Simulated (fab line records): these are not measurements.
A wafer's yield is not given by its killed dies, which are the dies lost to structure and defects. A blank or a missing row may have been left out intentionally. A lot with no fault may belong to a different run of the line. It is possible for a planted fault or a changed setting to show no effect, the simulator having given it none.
fab line records	flow sky130
[record] lots = 6	wafers = 16	last_day = 51
route steps=708 shown FIELD_ISO@6 PAD_OPEN@708
lots untouched by any fault: they come from a run of this same line in which no faults occurred
start_h: the number of hours between the record's first day and the start of the first shown wafer of the lot	wait_h: hours since the lot's step before	" same as the row above	L1.1+2: a row that stands for several wafers	- no value present, or no start provided	* or withheld: withheld	< > ~ a bound
route shown NAME@n: a module of which the file shows steps, and the number in the route of the first	usual: mean/standard deviation taken from wafers without a fault	same: alike in all rows	chamber/n: place in a boat	sites: readings site by site	_std_site: their standard deviation	_edge_site: the outer-site mean with the inner-site mean subtracted	radius_mm: for every site, how far away it sits from the centre of the wafer	mask NAME#n: copy n	behind: the most recent tool/chamber to have shaped the wafer	hold: cause of the lot's hold/its duration in hours/its outcome	device: which transistor (n, p or np) failed to switch	end of line: the same wafers' tests at the end of the route	step lacking rows: just its recipe	killed: dies lost to structure and defects at the first sort, not the wafer's yield	map: a wafer's dies, marking killed ones x, the rest . and places with no die _
set.NAME: the setting that was run; set.NAME@STEP: the one run at that earlier step	model.NAME: the simulator's own value behind a step, which no gauge read
lots seen at some steps along the route; tables by step, rows by wafer
services: the hour from which a tool's chamber was out of use, counted from the record's first day as start_h (under 0 if before that day), plus the number of hours and why
[[steps]]
[step SKY_FIELD_ISO_DEHYDRATE_05]
[recipe] temp_c = 200	time_s = 60
[step SKY_FIELD_ISO_HMDS_06]
[recipe] prime_time_s = 60	prime_temp_c = 120
[step SKY_FIELD_ISO_COAT_07]
[recipe] resist = BARC	temp_c = withheld	time_s = withheld	spin_rpm = 3000	resist_thk_nm = 60
[step SKY_FIELD_ISO_COAT_08]
[recipe] resist = KrF-thick	spin_rpm = 3000	resist_thk_nm = 450
[step SKY_FIELD_ISO_SOFTBAKE_09]
[recipe] temp_c = 100	time_s = 90	resist = KrF-thick
[step SKY_FIELD_ISO_EXPOSE_10]
[recipe] mask_id = FOM	na = 0.68	source_shape = annular	sigma_inner = 0.4	sigma_outer = 0.8	target_cd_nm = 150	dose_mj = 28
[step SKY_FIELD_ISO_PEB_11]
[recipe] peb_temp_c = withheld	peb_time_s = withheld	resist = KrF-thick
[step SKY_FIELD_ISO_DEVELOP_12]
[recipe] develop_time_s = 60	resist = KrF-thick	dev_temp_c = 21
[step SKY_FIELD_ISO_CD_MEAS_13]
[recipe] target_cd_nm = 150
[usual] cd_nm = 149.6/1.5
lot.wafer	tool	chamber	start_h	wait_h	cd_nm
L201.4	cd_sem-01	-	71.53	-	148.9
L201.5	"	-	"	"	149.8
L201.6	"	-	"	"	150.6
L203.1	cd_sem-02	-	81.79	-	148.8
L203.4	"	-	"	"	150.9
L203.6	"	-	"	"	148.9
L206.4	cd_sem-02	-	97.55	-	149.1
L206.5	"	-	"	"	148.5
L206.6	"	-	"	"	147.7
L209.4	cd_sem-02	-	114.10	-	148.8
L209.5	"	-	"	"	147.5
L210.2	cd_sem-02	-	119.51	-	152.3
L210.4	"	-	"	"	151.3
L215.2	cd_sem-02	-	144.45	-	147.2
L215.5	"	-	"	"	147.8
L215.6	"	-	"	"	147.9
[step SKY_FIELD_ISO_ETCH_14]
[recipe] chemistry = N2/H2	target = BARC	ion_energy_ev = 200	source_w = 500	bias_w = 100	pressure_mtorr = 30	n2_flow_sccm = 100	h2_flow_sccm = 200	stop_on = SiO2	time_s = 45.9	target_depth_a = 600
[usual] drypump_motor_current_A = 5.6/0.47	n2_flow_sccm = 100.0/0.3	oes_product_au = 0.854/0.0047	run_length_s = 74.1/0.42	throttle_valve_pct = 13.225/0.0094
lot.wafer	tool	chamber	start_h	wait_h	drypump_motor_current_A	n2_flow_sccm	oes_product_au	rf_hours_counter_h	run_length_s	throttle_valve_pct
L201.4	rie_diel-02	3	71.59	0.0	5.3	99.9	0.852	41	74.5	13.225
L201.5	"	2	"	"	5.9	100.2	0.854	-	73.8	13.214
L201.6	"	1	"	"	5.0	99.8	0.857	-	73.5	13.221
L203.1	rie_diel-02	1	81.91	0.1	5.1	99.8	0.850	83	73.7	13.206
L203.4	"	2	"	"	5.9	100.1	0.852	166	74.1	13.233
L203.6	"	3	"	"	5.3	99.9	0.853	-	74.6	13.218
L206.4	rie_diel-04	3	97.61	0.0	5.9	99.7	0.852	3	73.7	13.218
L206.5	"	0	"	"	6.2	99.7	0.847	-	74.2	13.218
L206.6	"	3	"	"	5.9	100.0	0.855	-	73.7	13.218
L209.4	rie_diel-02	0	114.16	0.0	5.3	99.9	0.851	2	73.3	13.201
L209.5	"	1	"	"	5.1	99.8	0.849	-	73.5	13.207
L210.2	rie_diel-02	3	119.61	0.1	5.3	99.7	0.846	42	75.1	13.228
L210.4	"	0	"	"	5.3	100.1	0.850	2	73.6	13.214
L215.2	rie_diel-02	0	144.55	0.1	5.3	99.8	0.854	2	73.3	13.250
L215.5	"	2	"	"	5.9	99.8	0.858	-	73.8	13.227
L215.6	"	1	"	"	5.0	99.7	0.855	-	73.7	13.230
[step SKY_FIELD_ISO_ETCH_15]
[recipe] chemistry = CHF3/O2	target_depth_nm = 180	stop_on = Si	source_w = 600	bias_w = 200	pressure_mtorr = 40	chf3_flow_sccm = 50	O2_flow_sccm = 5	time_s = 72
[usual] drypump_motor_current_A = 5.5/0.47	oes_product_au = 0.947/0.007	run_length_s = 100.2/0.44	throttle_valve_pct = 8.845/0.0093
lot.wafer	tool	chamber	start_h	wait_h	drypump_motor_current_A	oes_product_au	rf_hours_counter_h	run_length_s	throttle_valve_pct
L201.4	rie_diel-02	3	71.63	0.0	5.3	0.939	41	100.8	8.846
L201.5	"	2	"	"	5.9	0.941	-	99.8	8.851
L201.6	"	1	"	"	5.1	0.940	-	99.6	8.831
L203.1	rie_diel-02	1	81.96	0.0	5.0	0.957	83	99.9	8.836
L203.4	"	2	"	"	5.9	0.955	166	99.7	8.851
L203.6	"	3	"	"	5.3	0.950	-	101.0	8.845
L206.4	rie_diel-04	3	97.66	0.0	5.9	0.962	4	100.0	8.855
L206.5	"	0	"	"	6.3	0.953	-	99.8	8.840
L206.6	"	3	"	"	5.9	0.946	-	100.0	8.856
L209.4	rie_diel-02	0	114.21	0.0	5.3	0.953	2	99.6	8.850
L209.5	"	1	"	"	5.0	0.954	-	100.0	8.842
L210.2	rie_diel-02	3	119.66	0.0	5.3	0.946	42	100.8	8.855
L210.4	"	0	"	"	5.2	0.945	2	99.9	8.855
L215.2	rie_diel-02	0	144.59	0.0	5.2	0.943	2	99.4	8.852
L215.5	"	2	"	"	5.9	0.933	-	99.8	8.842
L215.6	"	1	"	"	5.0	0.938	-	99.5	8.846
[step SKY_FIELD_ISO_STRIP_16]
[recipe] chemistry = O2/N2	power_w = 1400	pressure_mtorr = 1500	platen_temp_c = withheld	o2_flow_sccm = 3000	n2_flow_sccm = 300	overash_fraction = 0.5
[usual] drypump_motor_current_A = 5.9/0.45	n2_flow_sccm = 300.0/0.84	o2_flow_sccm = 3000/9.9	oes_product_au = 0.378/0.0047	strip_time_to_endpoint_s = 3.54/0.033
lot.wafer	tool	chamber	start_h	wait_h	drypump_motor_current_A	n2_flow_sccm	o2_flow_sccm	oes_product_au	rf_hours_counter_h	strip_time_to_endpoint_s
L201.4	plasma_asher-04	0	71.72	0.1	6.4	298.8	2997	0.372	-	3.53
L201.5	"	1	"	"	6.0	299.4	3003	0.378	-	3.48
L201.6	"	0	"	"	6.4	297.9	3011	0.378	-	3.54
L203.1	plasma_asher-04	1	82.01	0.0	6.1	299.7	2995	0.379	37	3.56
L203.4	"	1	"	"	6.1	298.1	3009	0.378	-	3.49
L203.6	"	1	"	"	6.1	300.0	2996	0.384	-	3.53
L206.4	plasma_asher-04	1	97.75	0.1	6.1	299.0	2984	0.371	-	3.55
L206.5	"	0	"	"	6.4	299.6	3013	0.382	-	3.52
L206.6	"	1	"	"	6.1	299.6	2992	0.380	-	3.51
L209.4	plasma_asher-02	0	114.30	0.1	5.5	301.5	3007	0.375	-	3.54
L209.5	"	0	"	"	5.5	301.8	2994	0.379	-	3.63
L210.2	plasma_asher-04	1	119.71	0.0	6.1	299.7	2987	0.373	40	3.53
L210.4	"	1	"	"	6.1	299.9	3001	0.373	-	3.53
L215.2	plasma_asher-03	1	144.65	0.0	6.1	299.2	2998	0.379	40	3.48
L215.5	"	1	"	"	6.1	300.8	3021	0.373	-	3.52
L215.6	"	0	"	"	5.4	299.2	2995	0.379	-	3.60
[step SKY_FIELD_ISO_ETCH_17]
[recipe] target_depth_a = 3420	mask_material = Si3N4	chemistry = HBr/Cl2/O2	target = Si	taper_deg = 5	icp_w = 600	bias_w = 150	pressure_mtorr = 15	HBr_flow_sccm = 150	Cl2_flow_sccm = 40	O2_flow_sccm = 6	time_s = 97.7
[usual] drypump_motor_current_A = 5.8/0.47	mfc_cl2_sccm = 40.03/0.12	oes_product_au = 0.998/0.01	run_length_s = 125.9/0.44	throttle_valve_pct = 25.657/0.01
lot.wafer	tool	chamber	start_h	wait_h	drypump_motor_current_A	mfc_cl2_sccm	oes_product_au	rf_hours_counter_h	run_length_s	throttle_valve_pct	model.etch.depth_nm	model.FIELD_ISO.feature_depth_nm
L201.4	rie_si-02	2	71.79	0.0	6.1	40.00	0.992	48	126.5	25.642	334.1	334.1
L201.5	"	1	"	"	6.2	39.99	1.004	-	126.4	25.641	344.4	344.4
L201.6	"	0	"	"	5.7	40.10	1.002	-	125.6	25.651	343.9	343.9
L203.1	rie_si-01	1	82.11	0.1	6.4	40.00	1.014	130	125.6	25.647	347.7	347.7
L203.4	"	0	"	"	5.9	39.98	0.988	-	125.7	25.658	336.2	336.2
L203.6	"	1	"	"	6.5	40.12	1.013	-	126.1	25.656	348.2	348.2
L206.4	rie_si-02	0	97.81	0.0	5.7	40.09	1.005	1	125.3	25.661	345.7	345.7
L206.5	"	1	"	"	6.3	40.09	0.999	-	126.0	25.660	341.5	341.5
L206.6	"	2	"	"	6.2	40.07	0.994	-	125.9	25.658	337.1	337.1
L209.4	rie_si-01	0	114.36	0.0	5.9	40.06	0.996	83	118.3	25.667	311.4	311.4
L209.5	"	2	"	"	5.7	39.98	0.999	-	119.2	25.667	313.2	313.2
L210.2	rie_si-01	0	119.81	0.1	5.9	39.99	0.995	83	125.5	25.674	339.6	339.6
L210.4	"	3	"	"	5.1	39.97	0.996	1	118.6	25.662	317.7	317.7
L215.2	rie_si-02	1	144.75	0.1	6.2	39.98	1.009	83	126.7	25.663	345.4	345.4
L215.5	"	2	"	"	6.2	39.89	0.996	-	125.7	25.656	337.3	337.3
L215.6	"	1	"	"	6.2	39.92	1.009	-	126.2	25.647	345.4	345.4
[step SKY_FIELD_ISO_WET_ETCH_18]
[recipe] chemistry = H3PO4	target_depth_nm = 25	temp_c = 160	target = Si3N4	time_s = 286
[step SKY_PAD_OPEN_PROBE_99]
[usual] killed_at_M0_to_M3 = 44/7.2	killed_at_M4_up = 2.9/1.8	killed_at_contacts = 24/5.2	killed_at_front_end = 15/4	killed_at_other = 0.2/0.49	killed_dies = 85/9.1	killed_open = 47/6.8	killed_short = 38/5.7
[same] gross_dies = 492	killed_at_back_side = 0
lot.wafer	tool	chamber	start_h	wait_h	killed_at_M0_to_M3	killed_at_M4_up	killed_at_contacts	killed_at_front_end	killed_at_other	killed_dies	killed_open	killed_short	model.etest.res_p_drift_20v.line_ohm_um	model.etest.res_p_drift_20v.rs_ohm_sq	model.etest.pfet_16v.r_on_ohm_um	model.etest.res_iso_pwell.rs_ohm_sq	model.etest.res_iso_pwell.line_ohm_um	model.etest.res_nwell.line_ohm_um	model.etest.res_nwell.rs_ohm_sq	model.etest.pfet_16v.drive_ua_um
L201.4	prober-02	-	1144.63	0.2	36	5	30	13	0	84	47	37	1.157e+04	9616	1.501e+04	2998	1131	1077	908	246.2
L201.5	prober-02	-	1144.68	0.2	43	3	31	13	0	90	53	37	1.251e+04	1.052e+04	1.553e+04	3331	1270	1100	949.7	242.7
L201.6	prober-02	-	1144.73	0.2	44	2	18	8	0	72	42	30	1.214e+04	1.014e+04	1.528e+04	3194	1206	1084	936.8	244.3
L203.1	prober-02	-	1156.84	0.1	42	0	16	12	0	70	42	28	1.262e+04	1.042e+04	1.534e+04	3242	1228	1127	946.2	245.7
L203.4	prober-02	-	1156.99	0.2	33	5	26	16	0	80	42	38	1.164e+04	9870	1.497e+04	3009	1131	1095	917.6	246.3
L203.6	prober-02	-	1157.09	0.2	44	3	17	10	0	74	42	32	1.25e+04	1.059e+04	1.551e+04	3256	1239	1148	946.8	243.3
L206.4	prober-01	-	1175.42	0.2	39	2	24	20	1	86	48	38	1.142e+04	9629	1.538e+04	3031	1152	1158	973.1	240.5
L206.5	prober-01	-	1175.47	0.2	26	5	29	20	1	81	37	44	1.101e+04	9293	1.516e+04	2913	1102	1132	950.6	242.1
L206.6	prober-01	-	1175.52	0.2	29	1	25	10	2	67	39	28	1.072e+04	9044	1.504e+04	2840	1074	1131	938.7	243.9
L209.4	prober-02	-	1186.72	0.2	43	2	30	12	0	87	48	39	9699	8048	1.457e+04	2446	919.1	1142	937.8	243.3
L209.5	prober-02	-	1186.77	0.2	40	4	29	22	0	95	54	41	9811	8165	1.464e+04	2528	949.9	1163	951.6	244.5
L210.2	prober-01	-	1195.22	0.1	34	2	15	21	0	72	45	27	1.157e+04	9689	1.528e+04	2891	1098	1112	929.1	241.7
L210.4	prober-01	-	1195.32	0.2	42	3	13	13	0	71	40	31	1.041e+04	8709	1.459e+04	2569	965.6	1059	876.4	247.3
L215.2	prober-02	-	1212.96	0.1	40	2	14	14	1	71	40	31	1.18e+04	9945	1.528e+04	3062	1160	1176	967.9	243.9
L215.5	prober-02	-	1213.11	0.2	40	5	21	11	0	77	46	31	1.124e+04	9407	1.489e+04	2914	1082	1136	942.6	247.2
L215.6	prober-02	-	1213.16	0.2	53	3	14	14	0	84	50	34	1.186e+04	1.002e+04	1.521e+04	3057	1152	1160	976.8	245.3
// killed by level:class
L201.4 CONTACT:geometric_particle:open=14 VIA1:geometric_particle:open=7 VIA3:geometric_particle:open=7 FIELD_ISO:geometric_particle:short=6 LOCAL_INTERCONNECT:geometric_particle:short=6 VIA2:geometric_particle:open=6 METAL4:geometric_particle:short=5 METAL1:geometric_particle:short=4
L201.5 CONTACT:geometric_particle:open=16 VIA1:geometric_particle:open=10 VIA3:geometric_particle:open=7 METAL2:geometric_particle:short=7 FIELD_ISO:geometric_particle:short=6 LI_CONTACT:geometric_particle:open=6 METAL1:geometric_particle:short=6 VIA2:geometric_particle:open=5
L201.6 VIA1:geometric_particle:open=13 VIA2:geometric_particle:open=7 METAL2:geometric_particle:short=7 VIA3:geometric_particle:open=6 FIELD_ISO:geometric_particle:open=5 CONTACT:geometric_particle:open=5 LI_CONTACT:geometric_particle:open=4 LOCAL_INTERCONNECT:geometric_particle:short=4
L203.1 VIA1:geometric_particle:open=15 CONTACT:geometric_particle:open=9 METAL1:geometric_particle:short=6 VIA1:geometric_particle:short=6 POLY_GATE:geometric_particle:short=5 METAL2:geometric_particle:short=5 VIA3:geometric_particle:open=5 FIELD_ISO:geometric_particle:open=3
L203.4 LI_CONTACT:geometric_particle:open=11 VIA3:geometric_particle:open=7 VIA1:geometric_particle:open=6 CONTACT:geometric_particle:open=5 METAL1:geometric_particle:short=5 METAL4:geometric_particle:short=4 LI_CONTACT:geometric_particle:short=4 VIA1:geometric_particle:short=4
L203.6 CONTACT:geometric_particle:open=8 VIA1:geometric_particle:open=8 VIA1:geometric_particle:short=7 VIA2:geometric_particle:open=5 LI_CONTACT:geometric_particle:open=4 METAL1:geometric_particle:short=4 METAL2:geometric_particle:short=4 VIA3:geometric_particle:open=4
L206.4 CONTACT:geometric_particle:open=10 POLY_GATE:geometric_particle:open=9 VIA1:geometric_particle:open=9 VIA2:geometric_particle:open=7 LI_CONTACT:geometric_particle:open=6 METAL2:geometric_particle:short=6 CONTACT:geometric_particle:short=5 METAL1:geometric_particle:short=5
L206.5 LOCAL_INTERCONNECT:geometric_particle:short=7 VIA1:geometric_particle:open=7 CONTACT:geometric_particle:open=7 FIELD_ISO:geometric_particle:short=6 VIA1:geometric_particle:short=6 LI_CONTACT:geometric_particle:open=5 METAL4:geometric_particle:short=4 LI_CONTACT:geometric_particle:short=4
L206.6 CONTACT:geometric_particle:open=8 VIA1:geometric_particle:open=7 LI_CONTACT:geometric_particle:open=7 LOCAL_INTERCONNECT:geometric_particle:short=5 VIA1:geometric_particle:short=4 FIELD_ISO:geometric_particle:short=3 POLY_GATE:geometric_particle:short=3 CONTACT:geometric_particle:short=3
L209.4 CONTACT:geometric_particle:open=9 VIA3:geometric_particle:open=9 LI_CONTACT:geometric_particle:open=7 CONTACT:geometric_particle:short=7 VIA1:geometric_particle:open=7 METAL1:geometric_particle:short=6 LOCAL_INTERCONNECT:geometric_particle:short=5 VIA1:geometric_particle:short=5
L209.5 CONTACT:geometric_particle:open=10 VIA1:geometric_particle:short=10 VIA1:geometric_particle:open=10 VIA2:geometric_particle:open=9 LI_CONTACT:geometric_particle:open=8 FIELD_ISO:geometric_particle:short=6 FIELD_ISO:geometric_particle:open=5 CONTACT:geometric_particle:short=5
L210.2 CONTACT:geometric_particle:open=10 VIA3:geometric_particle:open=8 POLY_GATE:geometric_particle:open=7 FIELD_ISO:geometric_particle:short=6 VIA1:geometric_particle:open=6 VIA2:geometric_particle:open=5 FIELD_ISO:geometric_particle:open=4 LOCAL_INTERCONNECT:geometric_particle:short=4
L210.4 VIA3:geometric_particle:open=11 VIA1:geometric_particle:open=9 FIELD_ISO:geometric_particle:short=7 VIA2:geometric_particle:open=7 METAL2:geometric_particle:short=7 CONTACT:geometric_particle:open=6 METAL1:geometric_particle:short=4 METAL4:geometric_particle:short=3
L215.2 VIA3:geometric_particle:open=11 VIA1:geometric_particle:open=7 CONTACT:geometric_particle:open=5 METAL1:geometric_particle:short=5 FIELD_ISO:geometric_particle:open=4 METAL3:geometric_particle:short=4 LOCAL_INTERCONNECT:geometric_particle:short=4 VIA1:geometric_particle:short=4
L215.5 VIA1:geometric_particle:open=9 CONTACT:geometric_particle:open=8 VIA2:geometric_particle:open=7 METAL1:geometric_particle:short=6 LI_CONTACT:geometric_particle:short=5 VIA3:geometric_particle:open=5 VIA1:geometric_particle:short=4 POLY_GATE:geometric_particle:short=3
L215.6 VIA1:geometric_particle:open=15 METAL1:geometric_particle:short=11 VIA3:geometric_particle:open=10 POLY_GATE:geometric_particle:open=7 VIA2:geometric_particle:open=6 LOCAL_INTERCONNECT:geometric_particle:short=4 CONTACT:geometric_particle:open=4 METAL2:geometric_particle:short=4
[[services]]
tool	chamber	start_h	hours	kind
rie_si-01	0	57.80	2.5	repair
rie_si-02	2	61.08	8.4	repair
plasma_asher-03	-	69.10	0.9	repair
rie_si-01	2	78.30	-	clean
rie_si-01	2	78.30	22.3	scheduled_down
rie_si-01	2	78.30	22.3	vent_cycle
rie_diel-02	2	87.77	-	clean
rie_diel-02	2	87.77	16.8	scheduled_down
rie_diel-02	2	87.77	16.8	vent_cycle
rie_diel-04	-	99.12	0.3	repair
rie_diel-02	1	132.00	6.2	repair
rie_si-01	-	134.58	2.1	repair
rie_diel-02	3	135.15	10.4	repair
rie_diel-04	2	141.92	9.0	repair
[[key]]
[first_sign] step = SKY_FIELD_ISO_ETCH_17	reading = run_length_s	direction = down	sigmas = 16	usual = *	struck = *
effect none on later readings
[model_effect] step = SKY_FIELD_ISO_ETCH_17	value = etch.depth_nm	without = 339.4	struck = 314.1
[model_effect] step = SKY_PAD_OPEN_PROBE_99	value = etest.res_p_drift_20v.line_ohm_um	without = 1.133e+04	struck = 9972
met_at SKY_FIELD_ISO_ETCH_17
struck_wafers L209.4,L209.5,L210.4
tester_left_out L209,L210
onset_between 82.11 114.36
[fault] kind = process_parameter_drift	tool = rie_si-01	chamber = -	onset_h = 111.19	steps = SKY_FIELD_ISO_ETCH_17	channel = time_s	offset = *	shape = step	end_h = 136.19	scope = struck_wafers_only	acts_in = *	stated = *
// tester_left_out: of these lots the tester's yield and bins aren't shown, on N5 and GAA mostly nor the transistor test; their killed dies are dies lost to structure and defects alone, not to doping, threshold or leakage, so they don't give the yield
